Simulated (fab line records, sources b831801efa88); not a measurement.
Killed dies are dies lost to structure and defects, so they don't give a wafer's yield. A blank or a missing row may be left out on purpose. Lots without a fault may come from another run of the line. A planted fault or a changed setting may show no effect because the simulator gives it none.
fab line records -- flow gf180mcu
record: lots: 15, wafers: 45, last_day: 34
route steps=602 shown STI@22 LVPWELL@64 MVSD@77 VT_IMPLANT@108
lots that met no fault: from a run of the same line without faults
start_h: the number of hours between the record's first day and the start of the first shown wafer of the lot -- wait_h: hours elapsed since this lot's preceding step -- " same as the row above -- L1.1+2: a single row standing in for several wafers -- - no value, or no start was given -- * or withheld: withheld -- < > ~ a bound
route shown NAME@n: NAME is a module with steps in the file, n the number in the route of the first one -- usual: mean/standard deviation of fault-free wafers -- same: alike in all rows -- chamber/n: place in a boat -- sites: the reading at each site -- _std_site: the standard deviation of these -- _edge_site: the outer-site mean with the inner-site mean subtracted -- radius_mm: how far each site lies from the wafer's centre -- mask NAME#n: copy n -- behind: the tool/chamber that last shaped the wafer -- hold: cause of the lot's hold/its duration in hours/its outcome -- device: which transistor (n, p or np) failed to switch -- end of line: the route-end tests of the same wafers -- for a step that has no rows: nothing shown but its recipe -- killed: dies that structure and defects cost at the first sort, which is not the same as the wafer's yield -- map: the dies of a wafer, with x for killed, . for not killed, _ for no die there
set.NAME: the run value of the setting; set.NAME@STEP: its run value at that earlier step -- model.NAME: the simulator's own value behind a step, which no gauge read
the route's steps for a sample of lots (tables are steps, rows are wafers)
services: when a tool's chamber went out of use (start_h, in hours from the record's first day, below 0 if earlier), for how many hours, and the reason
== steps ==
step: GF_STI_OXIDATION_21
recipe: temp_c: 1000, ambient: O2, stabilise_s: 600, purge_s: 300, target_thk_a: 150, ox_time_s: 458
usual: ox_temp_c: 1000.0/0.42, ox_temp_c_max: 1005.4/0.95, spike_tc_lower_C: 1000.0/0.95
lot.wafer,tool,chamber,start_h,wait_h,ox_temp_c,ox_temp_c_max,spike_tc_lower_C
L827.2,furnace-01,0,31.81,0.0,999.7,1004.7,998.9
L827.4,furnace-01,0,31.81,0.0,999.6,1004.2,1001.4
L827.5,furnace-01,0,31.81,0.0,999.4,1005.3,999.7
L828.2,furnace-01,0,37.02,0.4,1000.1,1005.4,999.4
L828.3,furnace-01,0,37.02,0.4,1000.2,1006.1,998.1
L828.6,furnace-01,0,37.02,0.4,1000.2,1004.4,998.9
L829.1,furnace-02,0,44.14,1.0,999.0,1004.3,999.4
L829.2,furnace-02,0,44.14,1.0,1000.1,1005.5,1001.2
L829.3,furnace-02,0,44.14,1.0,999.3,1004.7,1000.3
L830.1,furnace-02,0,47.51,0.8,999.6,1005.1,999.1
L830.4,furnace-02,0,47.51,0.8,1000.3,1005.7,1000.3
L830.6,furnace-02,0,47.51,0.8,1000.1,1006.5,998.4
L831.1,furnace-02,0,53.07,0.0,1000.3,1005.8,999.4
L831.3,furnace-02,0,53.07,0.0,1000.3,1005.0,1000.5
L831.4,furnace-02,0,53.07,0.0,1000.4,1005.9,1001.1
L832.3,furnace-02,0,57.26,0.0,1000.4,1006.6,1000.7
L832.4,furnace-02,0,57.26,0.0,1000.4,1007.2,999.6
L832.5,furnace-02,0,57.26,0.0,1000.8,1006.3,999.5
L835.2,furnace-02,0,72.91,0.4,1000.2,1005.3,1000.2
L835.5,furnace-02,0,72.91,0.4,1000.5,1006.2,1001.1
L835.6,furnace-02,0,72.91,0.4,999.9,1004.4,1000.5
L837.2,furnace-01,0,83.24,0.0,1000.2,1005.4,999.6
L837.4,furnace-01,0,83.24,0.0,999.3,1004.2,998.5
L837.6,furnace-01,0,83.24,0.0,999.7,1004.4,998.8
L838.4,furnace-01,-,88.35,1.2,-,-,-
L838.5,furnace-01,-,88.35,1.2,-,-,-
L838.6,furnace-01,-,88.35,1.2,-,-,-
L839.1,furnace-01,-,92.84,0.0,-,-,-
L839.3,furnace-01,-,92.84,0.0,-,-,-
L839.4,furnace-01,-,92.84,0.0,-,-,-
L840.1,furnace-02,-,99.02,0.0,-,-,-
L840.2,furnace-02,-,99.02,0.0,-,-,-
L840.4,furnace-02,-,99.02,0.0,-,-,-
L841.1,furnace-02,0,102.94,0.2,1000.2,1005.9,1000.9
L841.3,furnace-02,0,102.94,0.2,1000.2,1004.8,1000.6
L841.4,furnace-02,0,102.94,0.2,1000.4,1007.4,1000.2
L844.2,furnace-02,0,118.41,0.0,1000.4,1005.8,1000.7
L844.3,furnace-02,0,118.41,0.0,999.9,1006.7,999.5
L844.6,furnace-02,0,118.41,0.0,1000.4,1005.4,1001.2
L848.2,furnace-01,0,139.39,0.0,999.9,1004.5,999.9
L848.3,furnace-01,0,139.39,0.0,999.8,1003.1,999.9
L848.4,furnace-01,0,139.39,0.0,1000.2,1008.1,997.7
L849.1,furnace-01,0,147.43,0.0,1000.1,1005.0,1001.1
L849.5,furnace-01,0,147.43,0.0,1000.0,1005.9,1001.2
L849.6,furnace-01,0,147.43,0.0,1000.8,1006.3,999.1
step: GF_LVPWELL_STRIP_10
recipe: chemistry: O2/N2, power_w: 1400, pressure_mtorr: 1500, platen_temp_c: 250, o2_flow_sccm: 3000, n2_flow_sccm: 300, overash_fraction: 0.5
usual: drypump_motor_current_A: 5.5/0.52, heater_power_w: 312/34, oes_product_au: 0.722/0.0048, strip_time_to_endpoint_s: 37.00/0.1
lot.wafer,tool,chamber,start_h,wait_h,drypump_motor_current_A,heater_power_w,oes_product_au,rf_hours_counter_h,strip_time_to_endpoint_s
L827.2,plasma_asher-03,1,75.97,0.1,5.3,316,0.722,27,37.06
L827.4,plasma_asher-03,1,75.97,0.1,5.3,326,0.729,-,37.06
L827.5,plasma_asher-03,0,75.97,0.1,4.8,282,0.717,-,37.04
L828.2,plasma_asher-03,1,81.57,0.1,5.3,319,0.724,28,37.03
L828.3,plasma_asher-03,0,81.57,0.1,4.8,275,0.722,-,37.09
L828.6,plasma_asher-03,1,81.57,0.1,5.3,325,0.719,-,37.04
L829.1,plasma_asher-03,0,88.82,0.1,4.8,284,0.717,29,37.10
L829.2,plasma_asher-03,1,88.82,0.1,5.3,317,0.731,29,37.04
L829.3,plasma_asher-03,0,88.82,0.1,4.8,277,0.725,-,37.11
L830.1,plasma_asher-02,0,91.89,0.1,5.7,309,0.724,43,37.02
L830.4,plasma_asher-02,1,91.89,0.1,5.7,331,0.718,-,37.14
L830.6,plasma_asher-02,1,91.89,0.1,5.7,324,0.719,-,37.01
L831.1,plasma_asher-04,1,97.37,0.1,6.3,280,0.721,45,36.95
L831.3,plasma_asher-04,0,97.37,0.1,5.3,361,0.717,-,36.92
L831.4,plasma_asher-04,1,97.37,0.1,6.3,280,0.731,-,36.93
L832.3,plasma_asher-04,1,101.77,0.1,6.3,282,0.730,-,37.07
L832.4,plasma_asher-04,0,101.77,0.1,5.3,365,0.722,-,37.04
L832.5,plasma_asher-04,0,101.77,0.1,5.3,362,0.726,-,37.00
L835.2,plasma_asher-04,0,119.03,0.1,5.3,378,0.729,48,36.96
L835.5,plasma_asher-04,1,119.03,0.1,6.3,278,0.725,-,36.95
L835.6,plasma_asher-04,0,119.03,0.1,5.3,371,0.722,-,36.98
L837.2,plasma_asher-03,0,131.09,0.1,4.8,277,0.715,33,36.93
L837.4,plasma_asher-03,0,131.09,0.1,4.8,292,0.727,-,37.00
L837.6,plasma_asher-03,0,131.09,0.1,4.8,281,0.730,-,36.98
L841.1,plasma_asher-03,1,153.02,0.1,5.3,332,0.730,36,36.88
L841.3,plasma_asher-03,0,153.02,0.1,4.8,284,0.730,-,36.98
L841.4,plasma_asher-03,1,153.02,0.1,5.3,326,0.719,-,36.96
L844.2,plasma_asher-02,1,168.94,0.1,5.7,316,0.714,4,36.87
L844.3,plasma_asher-02,1,168.94,0.1,5.6,330,0.725,-,36.75
L844.6,plasma_asher-02,1,168.94,0.1,5.7,318,0.718,-,36.83
L848.2,plasma_asher-04,1,191.83,0.1,6.3,288,0.725,56,37.06
L848.3,plasma_asher-04,0,191.83,0.1,5.3,367,0.728,-,37.16
L848.4,plasma_asher-04,1,191.83,0.1,6.3,292,0.714,-,37.14
L849.1,plasma_asher-02,1,201.62,0.1,5.7,325,0.720,6,36.81
L849.5,plasma_asher-02,1,201.62,0.1,5.7,331,0.733,-,36.76
L849.6,plasma_asher-02,0,201.62,0.1,5.7,277,0.722,-,36.83
step: GF_MVSD_TW_MEAS_11
usual: MVSD_TW: 1582/7.8
lot.wafer,tool,chamber,start_h,wait_h,MVSD_TW
L827.2,film_metro-01,-,89.81,0.1,1582
L827.4,film_metro-01,-,89.81,0.1,1587
L827.5,film_metro-01,-,89.81,0.1,1593
L828.2,film_metro-01,-,95.58,0.1,1586
L828.3,film_metro-01,-,95.58,0.1,1588
L828.6,film_metro-01,-,95.58,0.1,1585
L829.1,film_metro-01,-,102.75,0.1,1588
L829.2,film_metro-01,-,102.75,0.1,1584
L829.3,film_metro-01,-,102.75,0.1,1587
L830.1,film_metro-01,-,106.60,0.1,1591
L830.4,film_metro-01,-,106.60,0.1,1595
L830.6,film_metro-01,-,106.60,0.1,1588
L831.1,film_metro-01,-,112.18,0.1,1600
L831.3,film_metro-01,-,112.18,0.1,1602
L831.4,film_metro-01,-,112.18,0.1,1593
L832.3,film_metro-04,-,116.17,0.1,1576
L832.4,film_metro-04,-,116.17,0.1,1578
L832.5,film_metro-04,-,116.17,0.1,1579
L835.2,film_metro-04,-,133.84,0.1,1588
L835.5,film_metro-04,-,133.84,0.1,1584
L835.6,film_metro-04,-,133.84,0.1,1593
L837.2,film_metro-04,-,146.93,0.1,1579
L837.4,film_metro-04,-,146.93,0.1,1579
L837.6,film_metro-04,-,146.93,0.1,1571
L841.1,film_metro-01,-,168.13,0.1,1572
L841.3,film_metro-01,-,168.13,0.1,1582
L841.4,film_metro-01,-,168.13,0.1,1572
L844.2,film_metro-04,-,186.09,0.1,1573
L844.3,film_metro-04,-,186.09,0.1,1570
L844.6,film_metro-04,-,186.09,0.1,1570
L848.2,film_metro-01,-,209.81,0.1,1578
L848.3,film_metro-01,-,209.81,0.1,1579
L848.4,film_metro-01,-,209.81,0.1,1581
L849.1,film_metro-01,-,219.37,0.1,1582
L849.5,film_metro-01,-,219.37,0.1,1592
L849.6,film_metro-01,-,219.37,0.1,1587
step: GF_VT_IMPLANT_OVL_MEAS_18
usual: VT_IMPLANT_01_OVL: 0.2/1.5
lot.wafer,tool,chamber,start_h,wait_h,VT_IMPLANT_01_OVL[nm]
L827.2,overlay-01,-,133.05,0.1,0.6
L827.4,overlay-01,-,133.05,0.1,1.1
L827.5,overlay-01,-,133.05,0.1,0.9
L828.2,overlay-02,-,140.12,0.1,2.5
L828.3,overlay-02,-,140.12,0.1,1.3
L828.6,overlay-02,-,140.12,0.1,-0.5
L829.1,overlay-01,-,147.30,0.1,-0.1
L829.2,overlay-01,-,147.30,0.1,-3.3
L829.3,overlay-01,-,147.30,0.1,-2.0
L830.1,overlay-02,-,150.66,0.1,0.8
L830.4,overlay-02,-,150.66,0.1,0.3
L830.6,overlay-02,-,150.66,0.1,0.6
L831.1,overlay-01,-,157.15,0.1,2.2
L831.3,overlay-01,-,157.15,0.1,1.6
L831.4,overlay-01,-,157.15,0.1,2.9
L832.3,overlay-01,-,161.06,0.1,0.0
L832.4,overlay-01,-,161.06,0.1,-0.2
L832.5,overlay-01,-,161.06,0.1,-0.1
L835.2,overlay-02,-,180.49,0.1,0.1
L835.5,overlay-02,-,180.49,0.1,1.0
L835.6,overlay-02,-,180.49,0.1,0.8
L837.2,overlay-02,-,195.00,0.1,-1.7
L837.4,overlay-02,-,195.00,0.1,-2.1
L837.6,overlay-02,-,195.00,0.1,-1.8
L841.1,overlay-01,-,219.06,0.1,1.7
L841.3,overlay-01,-,219.06,0.1,0.8
L841.4,overlay-01,-,219.06,0.1,1.4
L844.2,overlay-02,-,237.91,0.1,-0.7
L844.3,overlay-02,-,237.91,0.1,-0.3
L844.6,overlay-02,-,237.91,0.1,0.5
L848.2,overlay-01,-,264.11,0.1,2.0
L848.3,overlay-01,-,264.11,0.1,2.6
L848.4,overlay-01,-,264.11,0.1,1.5
L849.1,overlay-02,-,275.00,0.1,-2.4
L849.5,overlay-02,-,275.00,0.1,-1.6
L849.6,overlay-02,-,275.00,0.1,-0.7
== services ==
tool,chamber,start_h,hours,kind
furnace-01,-,42.04,2.4,pm
plasma_asher-02,-,108.75,9.0,pm
plasma_asher-02,0,108.75,9.0,vent_cycle
plasma_asher-02,1,108.75,9.0,vent_cycle
plasma_asher-02,-,117.75,14.6,pm
plasma_asher-02,0,117.75,-,clean
plasma_asher-02,1,117.75,-,clean
furnace-02,-,146.69,3.2,pm
furnace-01,-,154.85,4.2,pm
furnace-01,-,159.03,4.7,pm
plasma_asher-02,-,178.72,3.8,repair
plasma_asher-02,-,191.86,0.7,repair
plasma_asher-03,-,197.22,2.8,pm
== key ==
first_sign: step: GF_STI_OXIDATION_21, reading: tool_record, direction: missing
effect none on later readings
met_at GF_STI_OXIDATION_21
struck_lots L838,L839,L840
later_rows_left_out L838.4,L838.5,L838.6,L839.1,L839.3,L839.4,L840.1,L840.2,L840.4
sort_left_out L838.4,L838.5,L838.6,L839.1,L839.3,L839.4,L840.1,L840.2,L840.4
tester_left_out L838,L839,L840
not_acting_at GF_LVPWELL_STRIP_10,GF_MVSD_TW_MEAS_11,GF_VT_IMPLANT_OVL_MEAS_18
onset_between 83.24 88.35
fault: kind: skipped_step_whole, tool: furnace-01,furnace-02, chamber: -, onset_h: 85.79, steps: GF_STI_OXIDATION_21, scope: struck_lots_only
tester_left_out: of these lots the tester's yield and bins aren't shown, on N5 and GAA mostly nor the transistor test; their killed dies are dies lost to structure and defects alone, not to doping, threshold or leakage, so they don't give the yield
sort_left_out: the simulated sort isn't trusted on such a fault, so these wafers' sort isn't shown, and their yield isn't known
later_rows_left_out: the simulator's readings of these wafers behind a module that went badly wrong aren't trusted and aren't shown, but for the sort
